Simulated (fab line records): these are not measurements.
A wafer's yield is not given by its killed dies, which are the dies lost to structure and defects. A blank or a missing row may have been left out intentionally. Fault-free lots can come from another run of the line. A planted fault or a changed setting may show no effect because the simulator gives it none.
fab line records :: flow gf180mcu
record
  lots=10
  wafers=30
  last-day=34
route steps=602 shown V4@481 M5@534 V5@541
lots that met no fault: taken from a fault-free run of the same line
start-h: hours from the record's first day to the start of the lot's first wafer shown :: wait-h: how many hours have passed since the lot's step before this one :: " the same as in the row above :: L1.1+2: a row that stands for several wafers :: - value missing, or start not given :: * or withheld: withheld :: < > ~ a bound
route shown NAME@n: NAME is a module with steps in the file, n the number in the route of the first one :: usual: mean and standard deviation over wafers with no fault :: same: alike in all rows :: chamber/n: place in a boat :: sites: per-site readings :: _std_site: standard deviation across them :: _edge_site: mean of outer sites minus mean of inner sites :: radius-mm: how far each site lies from the wafer's centre :: mask NAME#n: copy n :: behind: the last tool/chamber to shape the wafer :: hold: what put the lot on hold/how long, in hours/how the hold closed :: device: transistor that didn't switch, given as n, p or np :: end of line: tests run on the same wafers once the route is complete :: a step given without rows: its recipe and nothing more :: killed: dies that structure and defects cost at the first sort, which is not the same as the wafer's yield :: map: dies across one wafer; x = killed, . = not, _ = none there
set.NAME: the run value of the setting; set.NAME@STEP: its run value at that earlier step :: model.NAME: the simulator's own value behind a step, which no gauge read
the route's steps for a sample of lots (tables are steps, rows are wafers)
services: a tool's chamber out of use, with start hour (start-h, from the record's first day; less than 0 if before it), hours out, and reason
## steps
# step GF_V4_BOW_MEAS_05
# recipe
  mode=bow
# usual
  V4_BOW=135/8
lot.wafer: L766.1
tool: film-metro-01
chamber: -
start-h: 534.26
wait-h: 0.1
V4_BOW[um]: 138

lot.wafer: L766.3
tool: film-metro-01
chamber: -
start-h: 534.26
wait-h: 0.1
V4_BOW[um]: 140

lot.wafer: L766.4
tool: film-metro-01
chamber: -
start-h: 534.26
wait-h: 0.1
V4_BOW[um]: 142

lot.wafer: L768.2
tool: film-metro-03
chamber: -
start-h: 558.56
wait-h: 0.1
V4_BOW[um]: 129

lot.wafer: L768.3
tool: film-metro-03
chamber: -
start-h: 558.56
wait-h: 0.1
V4_BOW[um]: 122

lot.wafer: L768.5
tool: film-metro-03
chamber: -
start-h: 558.56
wait-h: 0.1
V4_BOW[um]: 120

lot.wafer: L767.3
tool: film-metro-02
chamber: -
start-h: 560.52
wait-h: 0.1
V4_BOW[um]: 148

lot.wafer: L767.4
tool: film-metro-02
chamber: -
start-h: 560.52
wait-h: 0.1
V4_BOW[um]: 127

lot.wafer: L767.6
tool: film-metro-02
chamber: -
start-h: 560.52
wait-h: 0.1
V4_BOW[um]: 140

lot.wafer: L769.2
tool: film-metro-03
chamber: -
start-h: 568.29
wait-h: 0.1
V4_BOW[um]: 127

lot.wafer: L769.4
tool: film-metro-03
chamber: -
start-h: 568.29
wait-h: 0.1
V4_BOW[um]: 133

lot.wafer: L769.5
tool: film-metro-03
chamber: -
start-h: 568.29
wait-h: 0.1
V4_BOW[um]: 142

lot.wafer: L770.2
tool: film-metro-02
chamber: -
start-h: 577.04
wait-h: 0.2
V4_BOW[um]: 131

lot.wafer: L770.3
tool: film-metro-02
chamber: -
start-h: 577.04
wait-h: 0.2
V4_BOW[um]: 137

lot.wafer: L770.4
tool: film-metro-02
chamber: -
start-h: 577.04
wait-h: 0.2
V4_BOW[um]: 136

lot.wafer: L779.2
tool: film-metro-02
chamber: -
start-h: 643.69
wait-h: 0.1
V4_BOW[um]: 143

lot.wafer: L779.3
tool: film-metro-02
chamber: -
start-h: 643.69
wait-h: 0.1
V4_BOW[um]: 133

lot.wafer: L779.6
tool: film-metro-02
chamber: -
start-h: 643.69
wait-h: 0.1
V4_BOW[um]: 129

lot.wafer: L783.2
tool: film-metro-03
chamber: -
start-h: 673.61
wait-h: 0.2
V4_BOW[um]: 146

lot.wafer: L783.5
tool: film-metro-03
chamber: -
start-h: 673.61
wait-h: 0.2
V4_BOW[um]: 137

lot.wafer: L783.6
tool: film-metro-03
chamber: -
start-h: 673.61
wait-h: 0.2
V4_BOW[um]: 130

lot.wafer: L784.3
tool: film-metro-02
chamber: -
start-h: 681.83
wait-h: 0.2
V4_BOW[um]: 151

lot.wafer: L784.5
tool: film-metro-02
chamber: -
start-h: 681.83
wait-h: 0.2
V4_BOW[um]: 145

lot.wafer: L784.6
tool: film-metro-02
chamber: -
start-h: 681.83
wait-h: 0.2
V4_BOW[um]: 142

lot.wafer: L785.1
tool: film-metro-01
chamber: -
start-h: 690.45
wait-h: 0.2
V4_BOW[um]: 144

lot.wafer: L785.3
tool: film-metro-01
chamber: -
start-h: 690.45
wait-h: 0.2
V4_BOW[um]: 128

lot.wafer: L785.4
tool: film-metro-01
chamber: -
start-h: 690.45
wait-h: 0.2
V4_BOW[um]: 138

lot.wafer: L789.3
tool: film-metro-03
chamber: -
start-h: 709.81
wait-h: 0.2
V4_BOW[um]: 151

lot.wafer: L789.4
tool: film-metro-03
chamber: -
start-h: 709.81
wait-h: 0.2
V4_BOW[um]: 140

lot.wafer: L789.5
tool: film-metro-03
chamber: -
start-h: 709.81
wait-h: 0.2
V4_BOW[um]: 137
# step GF_V4_CVD_23
# recipe
  material=W
  target-thk-nm=350
  time-s=104.9
  temp-c=400
  pressure-torr=40
# usual
  chamber-pressure-Torr=39.99/0.098
  heater-power-w=856/35
lot.wafer: L766.1
tool: cvd-w-02
chamber: 0
start-h: 557.81
wait-h: 0.0
chamber-pressure-Torr: 40.16
heater-power-w: 847

lot.wafer: L766.3
tool: cvd-w-02
chamber: 1
start-h: 557.81
wait-h: 0.0
chamber-pressure-Torr: 39.93
heater-power-w: 837

lot.wafer: L766.4
tool: cvd-w-02
chamber: 0
start-h: 557.81
wait-h: 0.0
chamber-pressure-Torr: 39.99
heater-power-w: 839

lot.wafer: L768.2
tool: cvd-w-02
chamber: 0
start-h: 581.30
wait-h: 0.0
chamber-pressure-Torr: 39.91
heater-power-w: 833

lot.wafer: L768.3
tool: cvd-w-02
chamber: 0
start-h: 581.30
wait-h: 0.0
chamber-pressure-Torr: 40.13
heater-power-w: 848

lot.wafer: L768.5
tool: cvd-w-02
chamber: 0
start-h: 581.30
wait-h: 0.0
chamber-pressure-Torr: 40.12
heater-power-w: 829

lot.wafer: L767.3
tool: cvd-w-02
chamber: 0
start-h: 583.02
wait-h: 0.1
chamber-pressure-Torr: 40.05
heater-power-w: 829

lot.wafer: L767.4
tool: cvd-w-02
chamber: 1
start-h: 583.02
wait-h: 0.1
chamber-pressure-Torr: 40.04
heater-power-w: 833

lot.wafer: L767.6
tool: cvd-w-02
chamber: 1
start-h: 583.02
wait-h: 0.1
chamber-pressure-Torr: 39.96
heater-power-w: 821

lot.wafer: L769.2
tool: cvd-w-02
chamber: 1
start-h: 591.04
wait-h: 0.1
chamber-pressure-Torr: 39.88
heater-power-w: 832

lot.wafer: L769.4
tool: cvd-w-02
chamber: 1
start-h: 591.04
wait-h: 0.1
chamber-pressure-Torr: 40.11
heater-power-w: 838

lot.wafer: L769.5
tool: cvd-w-02
chamber: 1
start-h: 591.04
wait-h: 0.1
chamber-pressure-Torr: 39.98
heater-power-w: 803

lot.wafer: L770.2
tool: cvd-w-01
chamber: 1
start-h: 599.03
wait-h: 0.0
chamber-pressure-Torr: 40.01
heater-power-w: 900

lot.wafer: L770.3
tool: cvd-w-01
chamber: 1
start-h: 599.03
wait-h: 0.0
chamber-pressure-Torr: 40.01
heater-power-w: 889

lot.wafer: L770.4
tool: cvd-w-01
chamber: 0
start-h: 599.03
wait-h: 0.0
chamber-pressure-Torr: 39.88
heater-power-w: 920

lot.wafer: L779.2
tool: cvd-w-02
chamber: 0
start-h: 664.62
wait-h: 0.0
chamber-pressure-Torr: 39.75
heater-power-w: 849

lot.wafer: L779.3
tool: cvd-w-02
chamber: 1
start-h: 664.62
wait-h: 0.0
chamber-pressure-Torr: 40.13
heater-power-w: 840

lot.wafer: L779.6
tool: cvd-w-02
chamber: 1
start-h: 664.62
wait-h: 0.0
chamber-pressure-Torr: 39.95
heater-power-w: 821

lot.wafer: L783.2
tool: cvd-w-01
chamber: 1
start-h: 693.16
wait-h: 0.0
chamber-pressure-Torr: 39.96
heater-power-w: 890

lot.wafer: L783.5
tool: cvd-w-01
chamber: 0
start-h: 693.16
wait-h: 0.0
chamber-pressure-Torr: 39.98
heater-power-w: 938

lot.wafer: L783.6
tool: cvd-w-01
chamber: 1
start-h: 693.16
wait-h: 0.0
chamber-pressure-Torr: 39.98
heater-power-w: 889

lot.wafer: L784.3
tool: cvd-w-01
chamber: 0
start-h: 701.84
wait-h: 0.1
chamber-pressure-Torr: 39.92
heater-power-w: 904

lot.wafer: L784.5
tool: cvd-w-01
chamber: 1
start-h: 701.84
wait-h: 0.1
chamber-pressure-Torr: 39.79
heater-power-w: 895

lot.wafer: L784.6
tool: cvd-w-01
chamber: 0
start-h: 701.84
wait-h: 0.1
chamber-pressure-Torr: 39.99
heater-power-w: 947

lot.wafer: L785.1
tool: cvd-w-01
chamber: 1
start-h: 710.11
wait-h: 0.0
chamber-pressure-Torr: 40.00
heater-power-w: 925

lot.wafer: L785.3
tool: cvd-w-01
chamber: 1
start-h: 710.11
wait-h: 0.0
chamber-pressure-Torr: 39.83
heater-power-w: 902

lot.wafer: L785.4
tool: cvd-w-01
chamber: 0
start-h: 710.11
wait-h: 0.0
chamber-pressure-Torr: 39.91
heater-power-w: 949

lot.wafer: L789.3
tool: cvd-w-02
chamber: 0
start-h: 728.06
wait-h: 0.1
chamber-pressure-Torr: 39.82
heater-power-w: 857

lot.wafer: L789.4
tool: cvd-w-02
chamber: 1
start-h: 728.06
wait-h: 0.1
chamber-pressure-Torr: 39.91
heater-power-w: 805

lot.wafer: L789.5
tool: cvd-w-02
chamber: 1
start-h: 728.06
wait-h: 0.1
chamber-pressure-Torr: 40.02
heater-power-w: 858
# step GF_V4_RS_MEAS_24
# recipe
  thk-meas-gauge=four-point-probe
  reads=W_of_V4_CVD_23+TiN_of_V4_SPUTTER_22+Ti_of_V4_SPUTTER_21
# usual
  V4_W_RS=0.332/0.0034
lot.wafer: L766.1
tool: film-metro-02
chamber: -
start-h: 557.92
wait-h: 0.1
V4_W_RS[ohm/sq]: 0.333

lot.wafer: L766.3
tool: film-metro-02
chamber: -
start-h: 557.92
wait-h: 0.1
V4_W_RS[ohm/sq]: 0.330

lot.wafer: L766.4
tool: film-metro-02
chamber: -
start-h: 557.92
wait-h: 0.1
V4_W_RS[ohm/sq]: 0.329

lot.wafer: L768.2
tool: film-metro-01
chamber: -
start-h: 581.43
wait-h: 0.1
V4_W_RS[ohm/sq]: 0.338

lot.wafer: L768.3
tool: film-metro-01
chamber: -
start-h: 581.43
wait-h: 0.1
V4_W_RS[ohm/sq]: 0.339

lot.wafer: L768.5
tool: film-metro-01
chamber: -
start-h: 581.43
wait-h: 0.1
V4_W_RS[ohm/sq]: 0.336

lot.wafer: L767.3
tool: film-metro-03
chamber: -
start-h: 583.14
wait-h: 0.1
V4_W_RS[ohm/sq]: 0.327

lot.wafer: L767.4
tool: film-metro-03
chamber: -
start-h: 583.14
wait-h: 0.1
V4_W_RS[ohm/sq]: 0.325

lot.wafer: L767.6
tool: film-metro-03
chamber: -
start-h: 583.14
wait-h: 0.1
V4_W_RS[ohm/sq]: 0.330

lot.wafer: L769.2
tool: film-metro-03
chamber: -
start-h: 591.25
wait-h: 0.2
V4_W_RS[ohm/sq]: 0.334

lot.wafer: L769.4
tool: film-metro-03
chamber: -
start-h: 591.25
wait-h: 0.2
V4_W_RS[ohm/sq]: 0.327

lot.wafer: L769.5
tool: film-metro-03
chamber: -
start-h: 591.25
wait-h: 0.2
V4_W_RS[ohm/sq]: 0.339

lot.wafer: L770.2
tool: film-metro-03
chamber: -
start-h: 599.16
wait-h: 0.1
V4_W_RS[ohm/sq]: 0.335

lot.wafer: L770.3
tool: film-metro-03
chamber: -
start-h: 599.16
wait-h: 0.1
V4_W_RS[ohm/sq]: 0.334

lot.wafer: L770.4
tool: film-metro-03
chamber: -
start-h: 599.16
wait-h: 0.1
V4_W_RS[ohm/sq]: 0.336

lot.wafer: L779.2
tool: film-metro-01
chamber: -
start-h: 664.76
wait-h: 0.1
V4_W_RS[ohm/sq]: 0.328

lot.wafer: L779.3
tool: film-metro-01
chamber: -
start-h: 664.76
wait-h: 0.1
V4_W_RS[ohm/sq]: 0.357

lot.wafer: L779.6
tool: film-metro-01
chamber: -
start-h: 664.76
wait-h: 0.1
V4_W_RS[ohm/sq]: 0.335

lot.wafer: L783.2
tool: film-metro-03
chamber: -
start-h: 693.29
wait-h: 0.1
V4_W_RS[ohm/sq]: 0.331

lot.wafer: L783.5
tool: film-metro-03
chamber: -
start-h: 693.29
wait-h: 0.1
V4_W_RS[ohm/sq]: 0.329

lot.wafer: L783.6
tool: film-metro-03
chamber: -
start-h: 693.29
wait-h: 0.1
V4_W_RS[ohm/sq]: 0.332

lot.wafer: L784.3
tool: film-metro-03
chamber: -
start-h: 701.95
wait-h: 0.1
V4_W_RS[ohm/sq]: 0.335

lot.wafer: L784.5
tool: film-metro-03
chamber: -
start-h: 701.95
wait-h: 0.1
V4_W_RS[ohm/sq]: 0.334

lot.wafer: L784.6
tool: film-metro-03
chamber: -
start-h: 701.95
wait-h: 0.1
V4_W_RS[ohm/sq]: 0.337

lot.wafer: L785.1
tool: film-metro-01
chamber: -
start-h: 710.22
wait-h: 0.1
V4_W_RS[ohm/sq]: 0.325

lot.wafer: L785.3
tool: film-metro-01
chamber: -
start-h: 710.22
wait-h: 0.1
V4_W_RS[ohm/sq]: 0.329

lot.wafer: L785.4
tool: film-metro-01
chamber: -
start-h: 710.22
wait-h: 0.1
V4_W_RS[ohm/sq]: 0.326

lot.wafer: L789.3
tool: film-metro-03
chamber: -
start-h: 728.21
wait-h: 0.1
V4_W_RS[ohm/sq]: 0.326

lot.wafer: L789.4
tool: film-metro-03
chamber: -
start-h: 728.21
wait-h: 0.1
V4_W_RS[ohm/sq]: 0.328

lot.wafer: L789.5
tool: film-metro-03
chamber: -
start-h: 728.21
wait-h: 0.1
V4_W_RS[ohm/sq]: 0.329
# step GF_V4_THK_MEAS_25
# recipe
  thk-meas-gauge=xrf
  reads=W_of_V4_CVD_23
# usual
  V4_W_THK=337/6
lot.wafer: L766.1
tool: film-metro-02
chamber: -
start-h: 558.04
wait-h: 0.1
V4_W_THK[nm]: 338

lot.wafer: L766.3
tool: film-metro-02
chamber: -
start-h: 558.04
wait-h: 0.1
V4_W_THK[nm]: 343

lot.wafer: L766.4
tool: film-metro-02
chamber: -
start-h: 558.04
wait-h: 0.1
V4_W_THK[nm]: 341

lot.wafer: L768.2
tool: film-metro-01
chamber: -
start-h: 581.54
wait-h: 0.1
V4_W_THK[nm]: 325

lot.wafer: L768.3
tool: film-metro-01
chamber: -
start-h: 581.54
wait-h: 0.1
V4_W_THK[nm]: 328

lot.wafer: L768.5
tool: film-metro-01
chamber: -
start-h: 581.54
wait-h: 0.1
V4_W_THK[nm]: 326

lot.wafer: L767.3
tool: film-metro-03
chamber: -
start-h: 583.24
wait-h: 0.1
V4_W_THK[nm]: 342

lot.wafer: L767.4
tool: film-metro-03
chamber: -
start-h: 583.24
wait-h: 0.1
V4_W_THK[nm]: 344

lot.wafer: L767.6
tool: film-metro-03
chamber: -
start-h: 583.24
wait-h: 0.1
V4_W_THK[nm]: 337

lot.wafer: L769.2
tool: film-metro-03
chamber: -
start-h: 591.36
wait-h: 0.1
V4_W_THK[nm]: 335

lot.wafer: L769.4
tool: film-metro-03
chamber: -
start-h: 591.36
wait-h: 0.1
V4_W_THK[nm]: 342

lot.wafer: L769.5
tool: film-metro-03
chamber: -
start-h: 591.36
wait-h: 0.1
V4_W_THK[nm]: 330

lot.wafer: L770.2
tool: film-metro-03
chamber: -
start-h: 599.27
wait-h: 0.1
V4_W_THK[nm]: 332

lot.wafer: L770.3
tool: film-metro-03
chamber: -
start-h: 599.27
wait-h: 0.1
V4_W_THK[nm]: 333

lot.wafer: L770.4
tool: film-metro-03
chamber: -
start-h: 599.27
wait-h: 0.1
V4_W_THK[nm]: 333

lot.wafer: L779.2
tool: film-metro-01
chamber: -
start-h: 664.87
wait-h: 0.1
V4_W_THK[nm]: 334

lot.wafer: L779.3
tool: film-metro-01
chamber: -
start-h: 664.87
wait-h: 0.1
V4_W_THK[nm]: 306

lot.wafer: L779.6
tool: film-metro-01
chamber: -
start-h: 664.87
wait-h: 0.1
V4_W_THK[nm]: 328

lot.wafer: L783.2
tool: film-metro-03
chamber: -
start-h: 693.40
wait-h: 0.1
V4_W_THK[nm]: 337

lot.wafer: L783.5
tool: film-metro-03
chamber: -
start-h: 693.40
wait-h: 0.1
V4_W_THK[nm]: 342

lot.wafer: L783.6
tool: film-metro-03
chamber: -
start-h: 693.40
wait-h: 0.1
V4_W_THK[nm]: 341

lot.wafer: L784.3
tool: film-metro-03
chamber: -
start-h: 702.05
wait-h: 0.1
V4_W_THK[nm]: 340

lot.wafer: L784.5
tool: film-metro-03
chamber: -
start-h: 702.05
wait-h: 0.1
V4_W_THK[nm]: 342

lot.wafer: L784.6
tool: film-metro-03
chamber: -
start-h: 702.05
wait-h: 0.1
V4_W_THK[nm]: 337

lot.wafer: L785.1
tool: film-metro-01
chamber: -
start-h: 710.34
wait-h: 0.1
V4_W_THK[nm]: 336

lot.wafer: L785.3
tool: film-metro-01
chamber: -
start-h: 710.34
wait-h: 0.1
V4_W_THK[nm]: 332

lot.wafer: L785.4
tool: film-metro-01
chamber: -
start-h: 710.34
wait-h: 0.1
V4_W_THK[nm]: 336

lot.wafer: L789.3
tool: film-metro-03
chamber: -
start-h: 728.31
wait-h: 0.1
V4_W_THK[nm]: 345

lot.wafer: L789.4
tool: film-metro-03
chamber: -
start-h: 728.31
wait-h: 0.1
V4_W_THK[nm]: 344

lot.wafer: L789.5
tool: film-metro-03
chamber: -
start-h: 728.31
wait-h: 0.1
V4_W_THK[nm]: 342
# step GF_M5_OVL_MEAS_08
# usual
  M5_OVL=4/7.3
lot.wafer: L766.1
tool: overlay-02
chamber: -
start-h: 601.53
wait-h: 0.1
M5_OVL[nm]: -7

lot.wafer: L766.3
tool: overlay-02
chamber: -
start-h: 601.53
wait-h: 0.1
M5_OVL[nm]: 3

lot.wafer: L766.4
tool: overlay-02
chamber: -
start-h: 601.53
wait-h: 0.1
M5_OVL[nm]: 15

lot.wafer: L768.2
tool: overlay-02
chamber: -
start-h: 625.42
wait-h: 0.1
M5_OVL[nm]: 3

lot.wafer: L768.3
tool: overlay-02
chamber: -
start-h: 625.42
wait-h: 0.1
M5_OVL[nm]: 8

lot.wafer: L768.5
tool: overlay-02
chamber: -
start-h: 625.42
wait-h: 0.1
M5_OVL[nm]: 6

lot.wafer: L767.3
tool: overlay-01
chamber: -
start-h: 625.77
wait-h: 0.1
M5_OVL[nm]: 3

lot.wafer: L767.4
tool: overlay-01
chamber: -
start-h: 625.77
wait-h: 0.1
M5_OVL[nm]: 5

lot.wafer: L767.6
tool: overlay-01
chamber: -
start-h: 625.77
wait-h: 0.1
M5_OVL[nm]: 1

lot.wafer: L769.2
tool: overlay-02
chamber: -
start-h: 633.38
wait-h: 0.1
M5_OVL[nm]: -3

lot.wafer: L769.4
tool: overlay-02
chamber: -
start-h: 633.38
wait-h: 0.1
M5_OVL[nm]: 3

lot.wafer: L769.5
tool: overlay-02
chamber: -
start-h: 633.38
wait-h: 0.1
M5_OVL[nm]: 5

lot.wafer: L770.2
tool: overlay-02
chamber: -
start-h: 641.60
wait-h: 0.1
M5_OVL[nm]: 11

lot.wafer: L770.3
tool: overlay-02
chamber: -
start-h: 641.60
wait-h: 0.1
M5_OVL[nm]: 3

lot.wafer: L770.4
tool: overlay-02
chamber: -
start-h: 641.60
wait-h: 0.1
M5_OVL[nm]: 1

lot.wafer: L779.2
tool: overlay-02
chamber: -
start-h: 703.27
wait-h: 0.1
M5_OVL[nm]: -2

lot.wafer: L779.3
tool: overlay-02
chamber: -
start-h: 703.27
wait-h: 0.1
M5_OVL[nm]: 3

lot.wafer: L779.6
tool: overlay-02
chamber: -
start-h: 703.27
wait-h: 0.1
M5_OVL[nm]: -1

lot.wafer: L783.2
tool: overlay-02
chamber: -
start-h: 730.96
wait-h: 0.1
M5_OVL[nm]: 10

lot.wafer: L783.5
tool: overlay-02
chamber: -
start-h: 730.96
wait-h: 0.1
M5_OVL[nm]: 3

lot.wafer: L783.6
tool: overlay-02
chamber: -
start-h: 730.96
wait-h: 0.1
M5_OVL[nm]: 9

lot.wafer: L784.3
tool: overlay-01
chamber: -
start-h: 738.44
wait-h: 0.1
M5_OVL[nm]: 8

lot.wafer: L784.5
tool: overlay-01
chamber: -
start-h: 738.44
wait-h: 0.1
M5_OVL[nm]: 6

lot.wafer: L784.6
tool: overlay-01
chamber: -
start-h: 738.44
wait-h: 0.1
M5_OVL[nm]: 17

lot.wafer: L785.1
tool: overlay-01
chamber: -
start-h: 746.91
wait-h: 0.1
M5_OVL[nm]: 11

lot.wafer: L785.3
tool: overlay-01
chamber: -
start-h: 746.91
wait-h: 0.1
M5_OVL[nm]: 7

lot.wafer: L785.4
tool: overlay-01
chamber: -
start-h: 746.91
wait-h: 0.1
M5_OVL[nm]: 11

lot.wafer: L789.3
tool: overlay-01
chamber: -
start-h: 763.22
wait-h: 0.1
M5_OVL[nm]: -4

lot.wafer: L789.4
tool: overlay-01
chamber: -
start-h: 763.22
wait-h: 0.1
M5_OVL[nm]: 0

lot.wafer: L789.5
tool: overlay-01
chamber: -
start-h: 763.22
wait-h: 0.1
M5_OVL[nm]: -7
# step GF_V5_THK_MEAS_01
# recipe
  reads=SiO2_of_V5_CVD_00
# usual
  V5_CVD_00_THK=300/3.1
lot.wafer: L766.1
tool: film-metro-01
chamber: -
start-h: 602.43
wait-h: 0.0
V5_CVD_00_THK[nm]: 302

lot.wafer: L766.3
tool: film-metro-01
chamber: -
start-h: 602.43
wait-h: 0.0
V5_CVD_00_THK[nm]: 307

lot.wafer: L766.4
tool: film-metro-01
chamber: -
start-h: 602.43
wait-h: 0.0
V5_CVD_00_THK[nm]: 303

lot.wafer: L768.2
tool: film-metro-04
chamber: -
start-h: 626.19
wait-h: 0.0
V5_CVD_00_THK[nm]: 297

lot.wafer: L768.3
tool: film-metro-04
chamber: -
start-h: 626.19
wait-h: 0.0
V5_CVD_00_THK[nm]: 297

lot.wafer: L768.5
tool: film-metro-04
chamber: -
start-h: 626.19
wait-h: 0.0
V5_CVD_00_THK[nm]: 294

lot.wafer: L767.3
tool: film-metro-01
chamber: -
start-h: 626.55
wait-h: 0.0
V5_CVD_00_THK[nm]: 298

lot.wafer: L767.4
tool: film-metro-01
chamber: -
start-h: 626.55
wait-h: 0.0
V5_CVD_00_THK[nm]: 302

lot.wafer: L767.6
tool: film-metro-01
chamber: -
start-h: 626.55
wait-h: 0.0
V5_CVD_00_THK[nm]: 298

lot.wafer: L769.2
tool: film-metro-02
chamber: -
start-h: 634.16
wait-h: 0.0
V5_CVD_00_THK[nm]: 303

lot.wafer: L769.4
tool: film-metro-02
chamber: -
start-h: 634.16
wait-h: 0.0
V5_CVD_00_THK[nm]: 304

lot.wafer: L769.5
tool: film-metro-02
chamber: -
start-h: 634.16
wait-h: 0.0
V5_CVD_00_THK[nm]: 303

lot.wafer: L770.2
tool: film-metro-04
chamber: -
start-h: 642.50
wait-h: 0.0
V5_CVD_00_THK[nm]: 296

lot.wafer: L770.3
tool: film-metro-04
chamber: -
start-h: 642.50
wait-h: 0.0
V5_CVD_00_THK[nm]: 298

lot.wafer: L770.4
tool: film-metro-04
chamber: -
start-h: 642.50
wait-h: 0.0
V5_CVD_00_THK[nm]: 301

lot.wafer: L779.2
tool: film-metro-02
chamber: -
start-h: 704.05
wait-h: 0.0
V5_CVD_00_THK[nm]: 296

lot.wafer: L779.3
tool: film-metro-02
chamber: -
start-h: 704.05
wait-h: 0.0
V5_CVD_00_THK[nm]: 297

lot.wafer: L779.6
tool: film-metro-02
chamber: -
start-h: 704.05
wait-h: 0.0
V5_CVD_00_THK[nm]: 295

lot.wafer: L783.2
tool: film-metro-04
chamber: -
start-h: 731.77
wait-h: 0.0
V5_CVD_00_THK[nm]: 304

lot.wafer: L783.5
tool: film-metro-04
chamber: -
start-h: 731.77
wait-h: 0.0
V5_CVD_00_THK[nm]: 301

lot.wafer: L783.6
tool: film-metro-04
chamber: -
start-h: 731.77
wait-h: 0.0
V5_CVD_00_THK[nm]: 304

lot.wafer: L784.3
tool: film-metro-04
chamber: -
start-h: 739.24
wait-h: 0.0
V5_CVD_00_THK[nm]: 300

lot.wafer: L784.5
tool: film-metro-04
chamber: -
start-h: 739.24
wait-h: 0.0
V5_CVD_00_THK[nm]: 302

lot.wafer: L784.6
tool: film-metro-04
chamber: -
start-h: 739.24
wait-h: 0.0
V5_CVD_00_THK[nm]: 302

lot.wafer: L785.1
tool: film-metro-04
chamber: -
start-h: 747.67
wait-h: 0.0
V5_CVD_00_THK[nm]: 297

lot.wafer: L785.3
tool: film-metro-04
chamber: -
start-h: 747.67
wait-h: 0.0
V5_CVD_00_THK[nm]: 300

lot.wafer: L785.4
tool: film-metro-04
chamber: -
start-h: 747.67
wait-h: 0.0
V5_CVD_00_THK[nm]: 297

lot.wafer: L789.3
tool: film-metro-02
chamber: -
start-h: 763.99
wait-h: 0.0
V5_CVD_00_THK[nm]: 304

lot.wafer: L789.4
tool: film-metro-02
chamber: -
start-h: 763.99
wait-h: 0.0
V5_CVD_00_THK[nm]: 300

lot.wafer: L789.5
tool: film-metro-02
chamber: -
start-h: 763.99
wait-h: 0.0
V5_CVD_00_THK[nm]: 304
## services
tool: cvd-w-02
chamber: 0
start-h: 587.68
hours: 7.6
kind: repair

tool: cvd-w-02
chamber: -
start-h: 642.74
hours: 1.0
kind: repair

tool: cvd-w-01
chamber: -
start-h: 665.35
hours: 1.0
kind: repair

tool: cvd-w-01
chamber: -
start-h: 713.58
hours: 0.7
kind: repair

tool: cvd-w-01
chamber: -
start-h: 721.73
hours: 0.6
kind: repair
## key
first-sign
  step=GF_V4_RS_MEAS_24
  reading=V4_W_RS
  direction=up
  sigmas=7.2
  usual=0.332
  struck=0.357
effect
  step=GF_V4_THK_MEAS_25
  reading=V4_W_THK
  direction=down
  sigmas=5
  usual=337
  struck=306
met-at GF_V4_CVD_23
struck-lots L779
struck-wafers L779.3
not-acting-at GF_V4_BOW_MEAS_05,GF_M5_OVL_MEAS_08,GF_V5_THK_MEAS_01
onset-between 591.04 664.62
fault
  kind=process-parameter-drift
  tool=cvd-w-02
  chamber=-
  onset-h=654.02
  steps=GF_V4_CVD_23
  channel=target-thk-nm
  offset=-20.799
  shape=step
  end-h=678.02
  scope=struck-wafers-only
  acts-in=these-recipes-only
  stated=350
